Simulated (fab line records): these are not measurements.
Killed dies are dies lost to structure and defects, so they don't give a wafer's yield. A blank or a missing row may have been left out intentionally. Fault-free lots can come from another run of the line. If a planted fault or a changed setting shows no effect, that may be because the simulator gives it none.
fab line records    flow sky130
record lots=11  wafers=33  last_day=50
route steps=708 shown CAPM@554 VIA3@587 PASSIVATION@693 PAD_OPEN@708
lots that met no fault: from a run of the same line without faults
start_h: start of the lot's first displayed wafer, in hours after the record's first day    wait_h: hours since the lot's step before    " unchanged from the row above    L1.1+2: a row that stands for several wafers    - value missing, or start not given    * or withheld: withheld    < > ~ a bound
route shown NAME@n: names a module that has steps shown in the file, with the first one's number in the route    usual: mean/standard deviation taken from wafers without a fault    same: alike in all rows    chamber/n: place in a boat    sites: readings site by site    _std_site: the standard deviation of these    _edge_site: inner sites' mean taken away from outer sites' mean    radius_mm: for every site, how far away it sits from the centre of the wafer    mask NAME#n: copy n    behind: tool/chamber where the wafer was last shaped    hold: cause of the lot's hold/its duration in hours/its outcome    device: the transistor (n, p or np) that didn't switch    end of line: the tests these same wafers got at the end of their route    where a step has no rows: the recipe by itself    killed: dies lost to structure and defects at the first sort, not the wafer's yield    map: per-die view of a wafer (x killed, . not killed, _ where there is no die)
set.NAME: the run value of the setting; set.NAME@STEP: its run value at that earlier step    model.NAME: the simulator's own value behind a step, which no gauge read
the route's steps for a sample of lots (tables are steps, rows are wafers)
services: from which hour (start_h, from the record's first day; less than 0 if before it) a tool's chamber was out of use, for how many hours, and why
## steps
# step SKY_CAPM_CLEAN_17
# recipe chemistry=O3/DIW  dry=n2_spin
lot.wafer   tool          chamber  start_h  wait_h
L544.1+3+6  wet_bench-03  1        891.69   0.0
L545.1+2+3  wet_bench-02  2        898.21   0.0
L550.3+4+6  wet_bench-03  3        936.68   0.0
L552.1+2+4  wet_bench-02  2        970.10   0.0
L554.1+2+3  wet_bench-04  0        975.21   0.0
L556.1+5+6  wet_bench-03  2        981.88   0.0
L558.3+5+6  wet_bench-04  2        994.95   0.0
L559.2+3+5  wet_bench-04  2        999.39   0.0
L560.2+3+5  wet_bench-03  1        1004.31  0.0
L564.1+2+4  wet_bench-03  0        1031.91  0.0
L566.2+3+5  wet_bench-03  1        1040.46  0.0
# step SKY_VIA3_ETCH_14
# recipe chemistry=N2/H2  target=BARC  ion_energy_ev=200  source_w=500  bias_w=100  pressure_mtorr=30  n2_flow_sccm=100  h2_flow_sccm=200  stop_on=SiO2  time_s=45.9  target_depth_a=600
# usual bias_w=100.04/0.28  drypump_motor_current_A=5.9/0.53  oes_product_au=0.854/0.0052  throttle_valve_pct=13.226/0.0093
lot.wafer  tool         chamber  start_h  wait_h  bias_w  drypump_motor_current_A  oes_product_au  rf_hours_counter_h  throttle_valve_pct
L544.1     rie_diel-02  2        943.95   0.0     99.83   6.1                      0.851           5                   13.234
L544.3     "            1        "        "       99.99   4.9                      0.853           9                   13.242
L544.6     "            3        "        "       99.38   5.4                      0.856           -                   13.214
L545.1     rie_diel-03  3        950.88   0.0     100.44  6.0                      0.863           12                  13.210
L545.2     "            0        "        "       99.62   5.6                      0.854           27                  13.224
L545.3     "            2        "        "       99.82   6.0                      0.853           7                   13.231
L550.3     rie_diel-02  3        987.98   0.0     100.29  5.5                      0.856           20                  13.232
L550.4     "            0        "        "       100.22  5.0                      0.854           15                  13.224
L550.6     "            2        "        "       100.44  6.1                      0.851           -                   13.234
L552.1     rie_diel-03  0        1019.86  0.0     99.81   5.6                      0.859           1                   13.224
L552.2     "            1        "        "       99.89   6.8                      0.840           2                   13.218
L552.4     "            2        "        "       99.86   5.9                      0.843           9                   13.227
L554.1     rie_diel-01  1        1024.43  0.0     100.28  5.8                      0.849           29                  13.232
L554.2     "            2        "        "       100.24  6.4                      0.847           20                  13.218
L554.3     "            3        "        "       100.10  6.0                      0.861           17                  13.220
L556.1     rie_diel-01  2        1031.41  0.0     100.10  6.4                      0.848           21                  13.200
L556.5     "            3        "        "       100.18  5.9                      0.851           -                   13.236
L556.6     "            0        "        "       99.80   6.7                      0.857           -                   13.242
L558.3     rie_diel-02  0        1043.41  0.0     99.97   5.0                      0.846           17                  13.226
L558.5     "            0        "        "       99.70   5.0                      0.847           -                   13.236
L558.6     "            3        "        "       99.66   5.5                      0.857           -                   13.219
L559.2     rie_diel-02  1        1047.95  0.0     99.54   4.9                      0.854           12                  13.225
L559.3     "            0        "        "       100.33  5.0                      0.853           18                  13.232
L559.5     "            0        "        "       100.11  5.0                      0.849           -                   13.231
L560.2     rie_diel-01  0        1052.13  0.0     100.05  6.7                      0.857           10                  13.240
L560.3     "            2        "        "       100.05  6.4                      0.863           21                  13.214
L560.5     "            1        "        "       100.03  5.8                      0.859           -                   13.229
L564.1     rie_diel-01  1        1077.63  0.0     100.11  5.8                      0.856           31                  13.239
L564.2     "            3        "        "       100.39  5.9                      0.855           18                  13.232
L564.4     "            0        "        "       99.86   6.7                      0.850           11                  13.226
L566.2     rie_diel-02  1        1086.21  0.0     100.82  4.9                      0.851           13                  13.224
L566.3     "            2        "        "       100.16  6.2                      0.854           9                   13.222
L566.5     "            2        "        "       99.84   6.2                      0.846           -                   13.234
# step SKY_VIA3_THK_MEAS_23
# recipe thk_meas_gauge=xrf  reads=W_of_VIA3_CVD_21
# usual VIA3_W_THK=378/5.8
lot.wafer  tool           chamber  start_h  wait_h  VIA3_W_THK[nm]
L544.1     film_metro-04  -        944.96   0.1     375
L544.3     "              -        "        "       375
L544.6     "              -        "        "       381
L545.1     film_metro-04  -        951.88   0.1     376
L545.2     "              -        "        "       374
L545.3     "              -        "        "       376
L550.3     film_metro-02  -        989.01   0.1     375
L550.4     "              -        "        "       381
L550.6     "              -        "        "       384
L552.1     film_metro-02  -        1020.85  0.1     373
L552.2     "              -        "        "       384
L552.4     "              -        "        "       385
L554.1     film_metro-04  -        1025.43  0.1     370
L554.2     "              -        "        "       382
L554.3     "              -        "        "       382
L556.1     film_metro-01  -        1032.40  0.1     377
L556.5     "              -        "        "       374
L556.6     "              -        "        "       382
L558.3     film_metro-01  -        1044.42  0.1     384
L558.5     "              -        "        "       386
L558.6     "              -        "        "       382
L559.2     film_metro-04  -        1048.96  0.1     382
L559.3     "              -        "        "       382
L559.5     "              -        "        "       382
L560.2     film_metro-01  -        1053.15  0.1     381
L560.3     "              -        "        "       391
L560.5     "              -        "        "       386
L564.1     film_metro-04  -        1078.63  0.1     382
L564.2     "              -        "        "       384
L564.4     "              -        "        "       389
L566.2     film_metro-04  -        1087.21  0.1     383
L566.3     "              -        "        "       386
L566.5     "              -        "        "       385
# step SKY_PASSIVATION_STRIP_12
# recipe chemistry=O2/N2  power_w=1400  pressure_mtorr=1500  platen_temp_c=withheld  overash_fraction=0.7  o2_flow_sccm=3000  n2_flow_sccm=300
# usual drypump_motor_current_A=5.9/0.5  oes_product_au=0.661/0.0049  strip_time_to_endpoint_s=31.54/0.14
lot.wafer  tool             chamber  start_h  wait_h  drypump_motor_current_A  oes_product_au  rf_hours_counter_h  strip_time_to_endpoint_s
L544.1     plasma_asher-03  0        1067.09  0.1     6.0                      0.663           29                  31.49
L544.3     "                0        "        "       6.0                      0.669           -                   31.37
L544.6     "                1        "        "       5.8                      0.646           -                   31.63
L545.1     plasma_asher-03  1        1073.34  0.1     5.7                      0.664           30                  31.80
L545.2     "                0        "        "       6.1                      0.658           30                  31.75
L545.3     "                0        "        "       6.0                      0.659           -                   31.90
L550.3     plasma_asher-02  1        1106.79  0.1     6.6                      0.655           -                   31.56
L550.4     "                0        "        "       5.1                      0.667           -                   31.60
L550.6     "                1        "        "       6.6                      0.670           -                   31.54
L552.1     plasma_asher-02  1        1133.66  0.1     6.6                      0.662           104                 31.55
L552.2     "                0        "        "       5.1                      0.666           104                 31.57
L552.4     "                0        "        "       5.1                      0.659           -                   31.37
L554.1     plasma_asher-03  0        1137.83  0.1     6.1                      0.653           37                  31.45
L554.2     "                1        "        "       5.7                      0.667           37                  31.38
L554.3     "                1        "        "       5.7                      0.658           -                   31.34
L556.1     plasma_asher-02  1        1143.96  0.1     6.6                      0.656           105                 31.65
L556.5     "                1        "        "       6.6                      0.669           -                   31.77
L556.6     "                0        "        "       5.1                      0.665           -                   31.53
L558.3     plasma_asher-01  0        1154.32  0.1     6.5                      0.658           -                   31.71
L558.5     "                1        "        "       5.7                      0.661           -                   31.64
L558.6     "                0        "        "       6.5                      0.661           -                   31.71
L559.2     plasma_asher-02  0        1157.99  0.1     5.1                      0.666           107                 31.49
L559.3     "                1        "        "       6.6                      0.665           -                   31.48
L559.5     "                1        "        "       6.6                      0.660           -                   31.29
L560.2     plasma_asher-01  0        1160.86  0.1     6.5                      0.654           73                  31.59
L560.3     "                0        "        "       6.5                      0.660           -                   31.47
L560.5     "                0        "        "       6.5                      0.660           -                   31.59
L564.1     plasma_asher-02  1        1181.98  0.1     6.6                      0.659           109                 31.69
L564.2     "                0        "        "       5.1                      0.657           109                 31.74
L564.4     "                0        "        "       5.1                      0.662           -                   31.77
L566.2     plasma_asher-02  0        1187.13  0.1     5.1                      0.667           109                 31.52
L566.3     "                0        "        "       5.1                      0.657           -                   31.50
L566.5     "                0        "        "       5.1                      0.652           -                   31.57
# step SKY_PAD_OPEN_PROBE_99
# usual defect_limited_yield=82.3/2.2  killed_at_M0_to_M3=43/7.3  killed_at_M4_up=3.2/1.9  killed_at_contacts=25/5.4  killed_at_front_end=16/4.4  killed_at_other=0.4/0.66  killed_dies=87/11  killed_open=48/7.9  killed_short=39/6.5  sort_bin_3_pad_short=0.8/0.43  sort_bin_5_function=10.5/1.6  sort_bin_6_memory=6.4/1.2  sort_n_pass=405/11  sort_yield_pct=82.3/2.2
# same gross_dies=492  killed_at_back_side=0  sort_bin_4_leakage[%]=0  sort_bin_8_speed[%]=0
lot.wafer  tool       chamber  start_h  wait_h  defect_limited_yield[%]  killed_at_M0_to_M3  killed_at_M4_up  killed_at_contacts  killed_at_front_end  killed_at_other  killed_dies  killed_open  killed_short  sort_bin_3_pad_short[%]  sort_bin_5_function[%]  sort_bin_6_memory[%]  sort_n_pass  sort_yield_pct[%]
L554.1     prober-02  -        1159.77  0.1     71.5                     46                  4                21                  11                   58               140          49           34            4.3                      16.3                    7.9                   352          71.5
L554.2     prober-02  -        1159.82  0.1     72.2                     42                  0                26                  15                   54               137          42           42            3.0                      16.1                    8.7                   355          72.2
L554.3     prober-02  -        1159.87  0.2     70.3                     41                  4                25                  20                   56               146          54           36            3.9                      19.3                    6.5                   346          70.3
L564.1     prober-02  -        1200.16  0.1     82.9                     42                  6                19                  17                   0                84           47           37            0.6                      9.3                     7.1                   408          82.9
L564.2     prober-02  -        1200.21  0.1     86.6                     32                  2                16                  14                   2                66           39           27            0.8                      7.9                     4.7                   426          86.6
L564.4     prober-02  -        1200.31  0.2     84.8                     42                  2                17                  14                   0                75           40           35            0.8                      8.7                     5.7                   417          84.8
# killed by level:class
L554.1 CAPM:unspecified=56 VIA3:geometric_particle:open=9 VIA1:geometric_particle:open=9 VIA2:geometric_particle:open=8 LI_CONTACT:geometric_particle:open=7 CONTACT:geometric_particle:open=6 FIELD_ISO:geometric_particle:open=5 LOCAL_INTERCONNECT:geometric_particle:short=5
L554.2 CAPM:unspecified=53 FIELD_ISO:geometric_particle:short=10 CONTACT:geometric_particle:open=9 VIA3:geometric_particle:open=8 VIA1:geometric_particle:open=7 LI_CONTACT:geometric_particle:open=6 CONTACT:geometric_particle:short=6 METAL1:geometric_particle:short=6
L554.3 CAPM:unspecified=56 VIA1:geometric_particle:open=11 CONTACT:geometric_particle:open=10 FIELD_ISO:geometric_particle:open=8 LI_CONTACT:geometric_particle:open=7 VIA1:geometric_particle:short=6 VIA3:geometric_particle:open=6 FIELD_ISO:geometric_particle:short=5
L564.1 CONTACT:geometric_particle:open=11 VIA3:geometric_particle:open=8 VIA1:geometric_particle:open=7 METAL1:geometric_particle:short=5 VIA2:geometric_particle:open=5 VIA3:geometric_particle:short=5 METAL4:geometric_particle:short=4 LI_CONTACT:geometric_particle:open=4
L564.2 VIA1:geometric_particle:open=8 LI_CONTACT:geometric_particle:open=6 VIA2:geometric_particle:open=6 CONTACT:geometric_particle:open=5 METAL1:geometric_particle:short=4 POLY_GATE:geometric_particle:open=3 POLY_GATE:geometric_particle:short=3 LOCAL_INTERCONNECT:geometric_particle:short=3
L564.4 VIA1:geometric_particle:open=11 METAL2:geometric_particle:short=6 VIA2:geometric_particle:open=6 LI_CONTACT:geometric_particle:open=5 VIA1:geometric_particle:short=5 POLY_GATE:geometric_particle:short=4 CONTACT:geometric_particle:open=4 FIELD_ISO:geometric_particle:short=3
## services
tool             chamber  start_h  hours  kind
rie_diel-01      1        870.50   6.3    repair
rie_diel-01      1        893.08   2.8    repair
rie_diel-03      1        904.82   6.8    repair
rie_diel-01      0        925.03   1.4    repair
wet_bench-02     -        932.09   1.1    repair
rie_diel-02      0        935.89   9.9    repair
rie_diel-02      -        954.36   2.8    pm
rie_diel-01      2        964.28   9.0    repair
rie_diel-02      -        971.54   0.1    repair
rie_diel-03      2        987.63   4.0    repair
rie_diel-02      1        1002.41  2.3    repair
plasma_asher-02  -        1015.64  0.8    repair
plasma_asher-02  -        1018.76  2.8    pm
rie_diel-03      -        1022.84  2.8    pm
rie_diel-01      3        1042.27  23.9   repair
rie_diel-01      0        1045.41  2.9    repair
plasma_asher-02  -        1061.71  6.2    repair
plasma_asher-01  -        1065.05  4.9    repair
plasma_asher-02  -        1075.37  2.5    repair
plasma_asher-02  -        1075.81  2.1    repair
plasma_asher-01  -        1105.10  13.4   repair
rie_diel-02      0        1117.98  3.1    repair
rie_diel-02      0        1139.77  3.2    repair
wet_bench-04     -        1158.71  4.4    pm
## key
first_sign step=SKY_PAD_OPEN_PROBE_99  reading=killed_at_other  direction=up  sigmas=56  usual=0.4  struck=56
effect step=SKY_PAD_OPEN_PROBE_99  reading=sort_bin_3_pad_short  direction=up  sigmas=6.7  usual=0.8  struck=3.7
met_at SKY_CAPM_CLEAN_17
struck_lots L554
struck_wafers L554.1,L554.2,L554.3
not_acting_at SKY_VIA3_ETCH_14,SKY_VIA3_THK_MEAS_23,SKY_PASSIVATION_STRIP_12
fault kind=chamber_particle_source  tool=wet_bench-04  chamber=0  onset_h=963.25  steps=SKY_CAPM_CLEAN_17  rate_per_visit_cm2=1.1593  end_h=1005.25
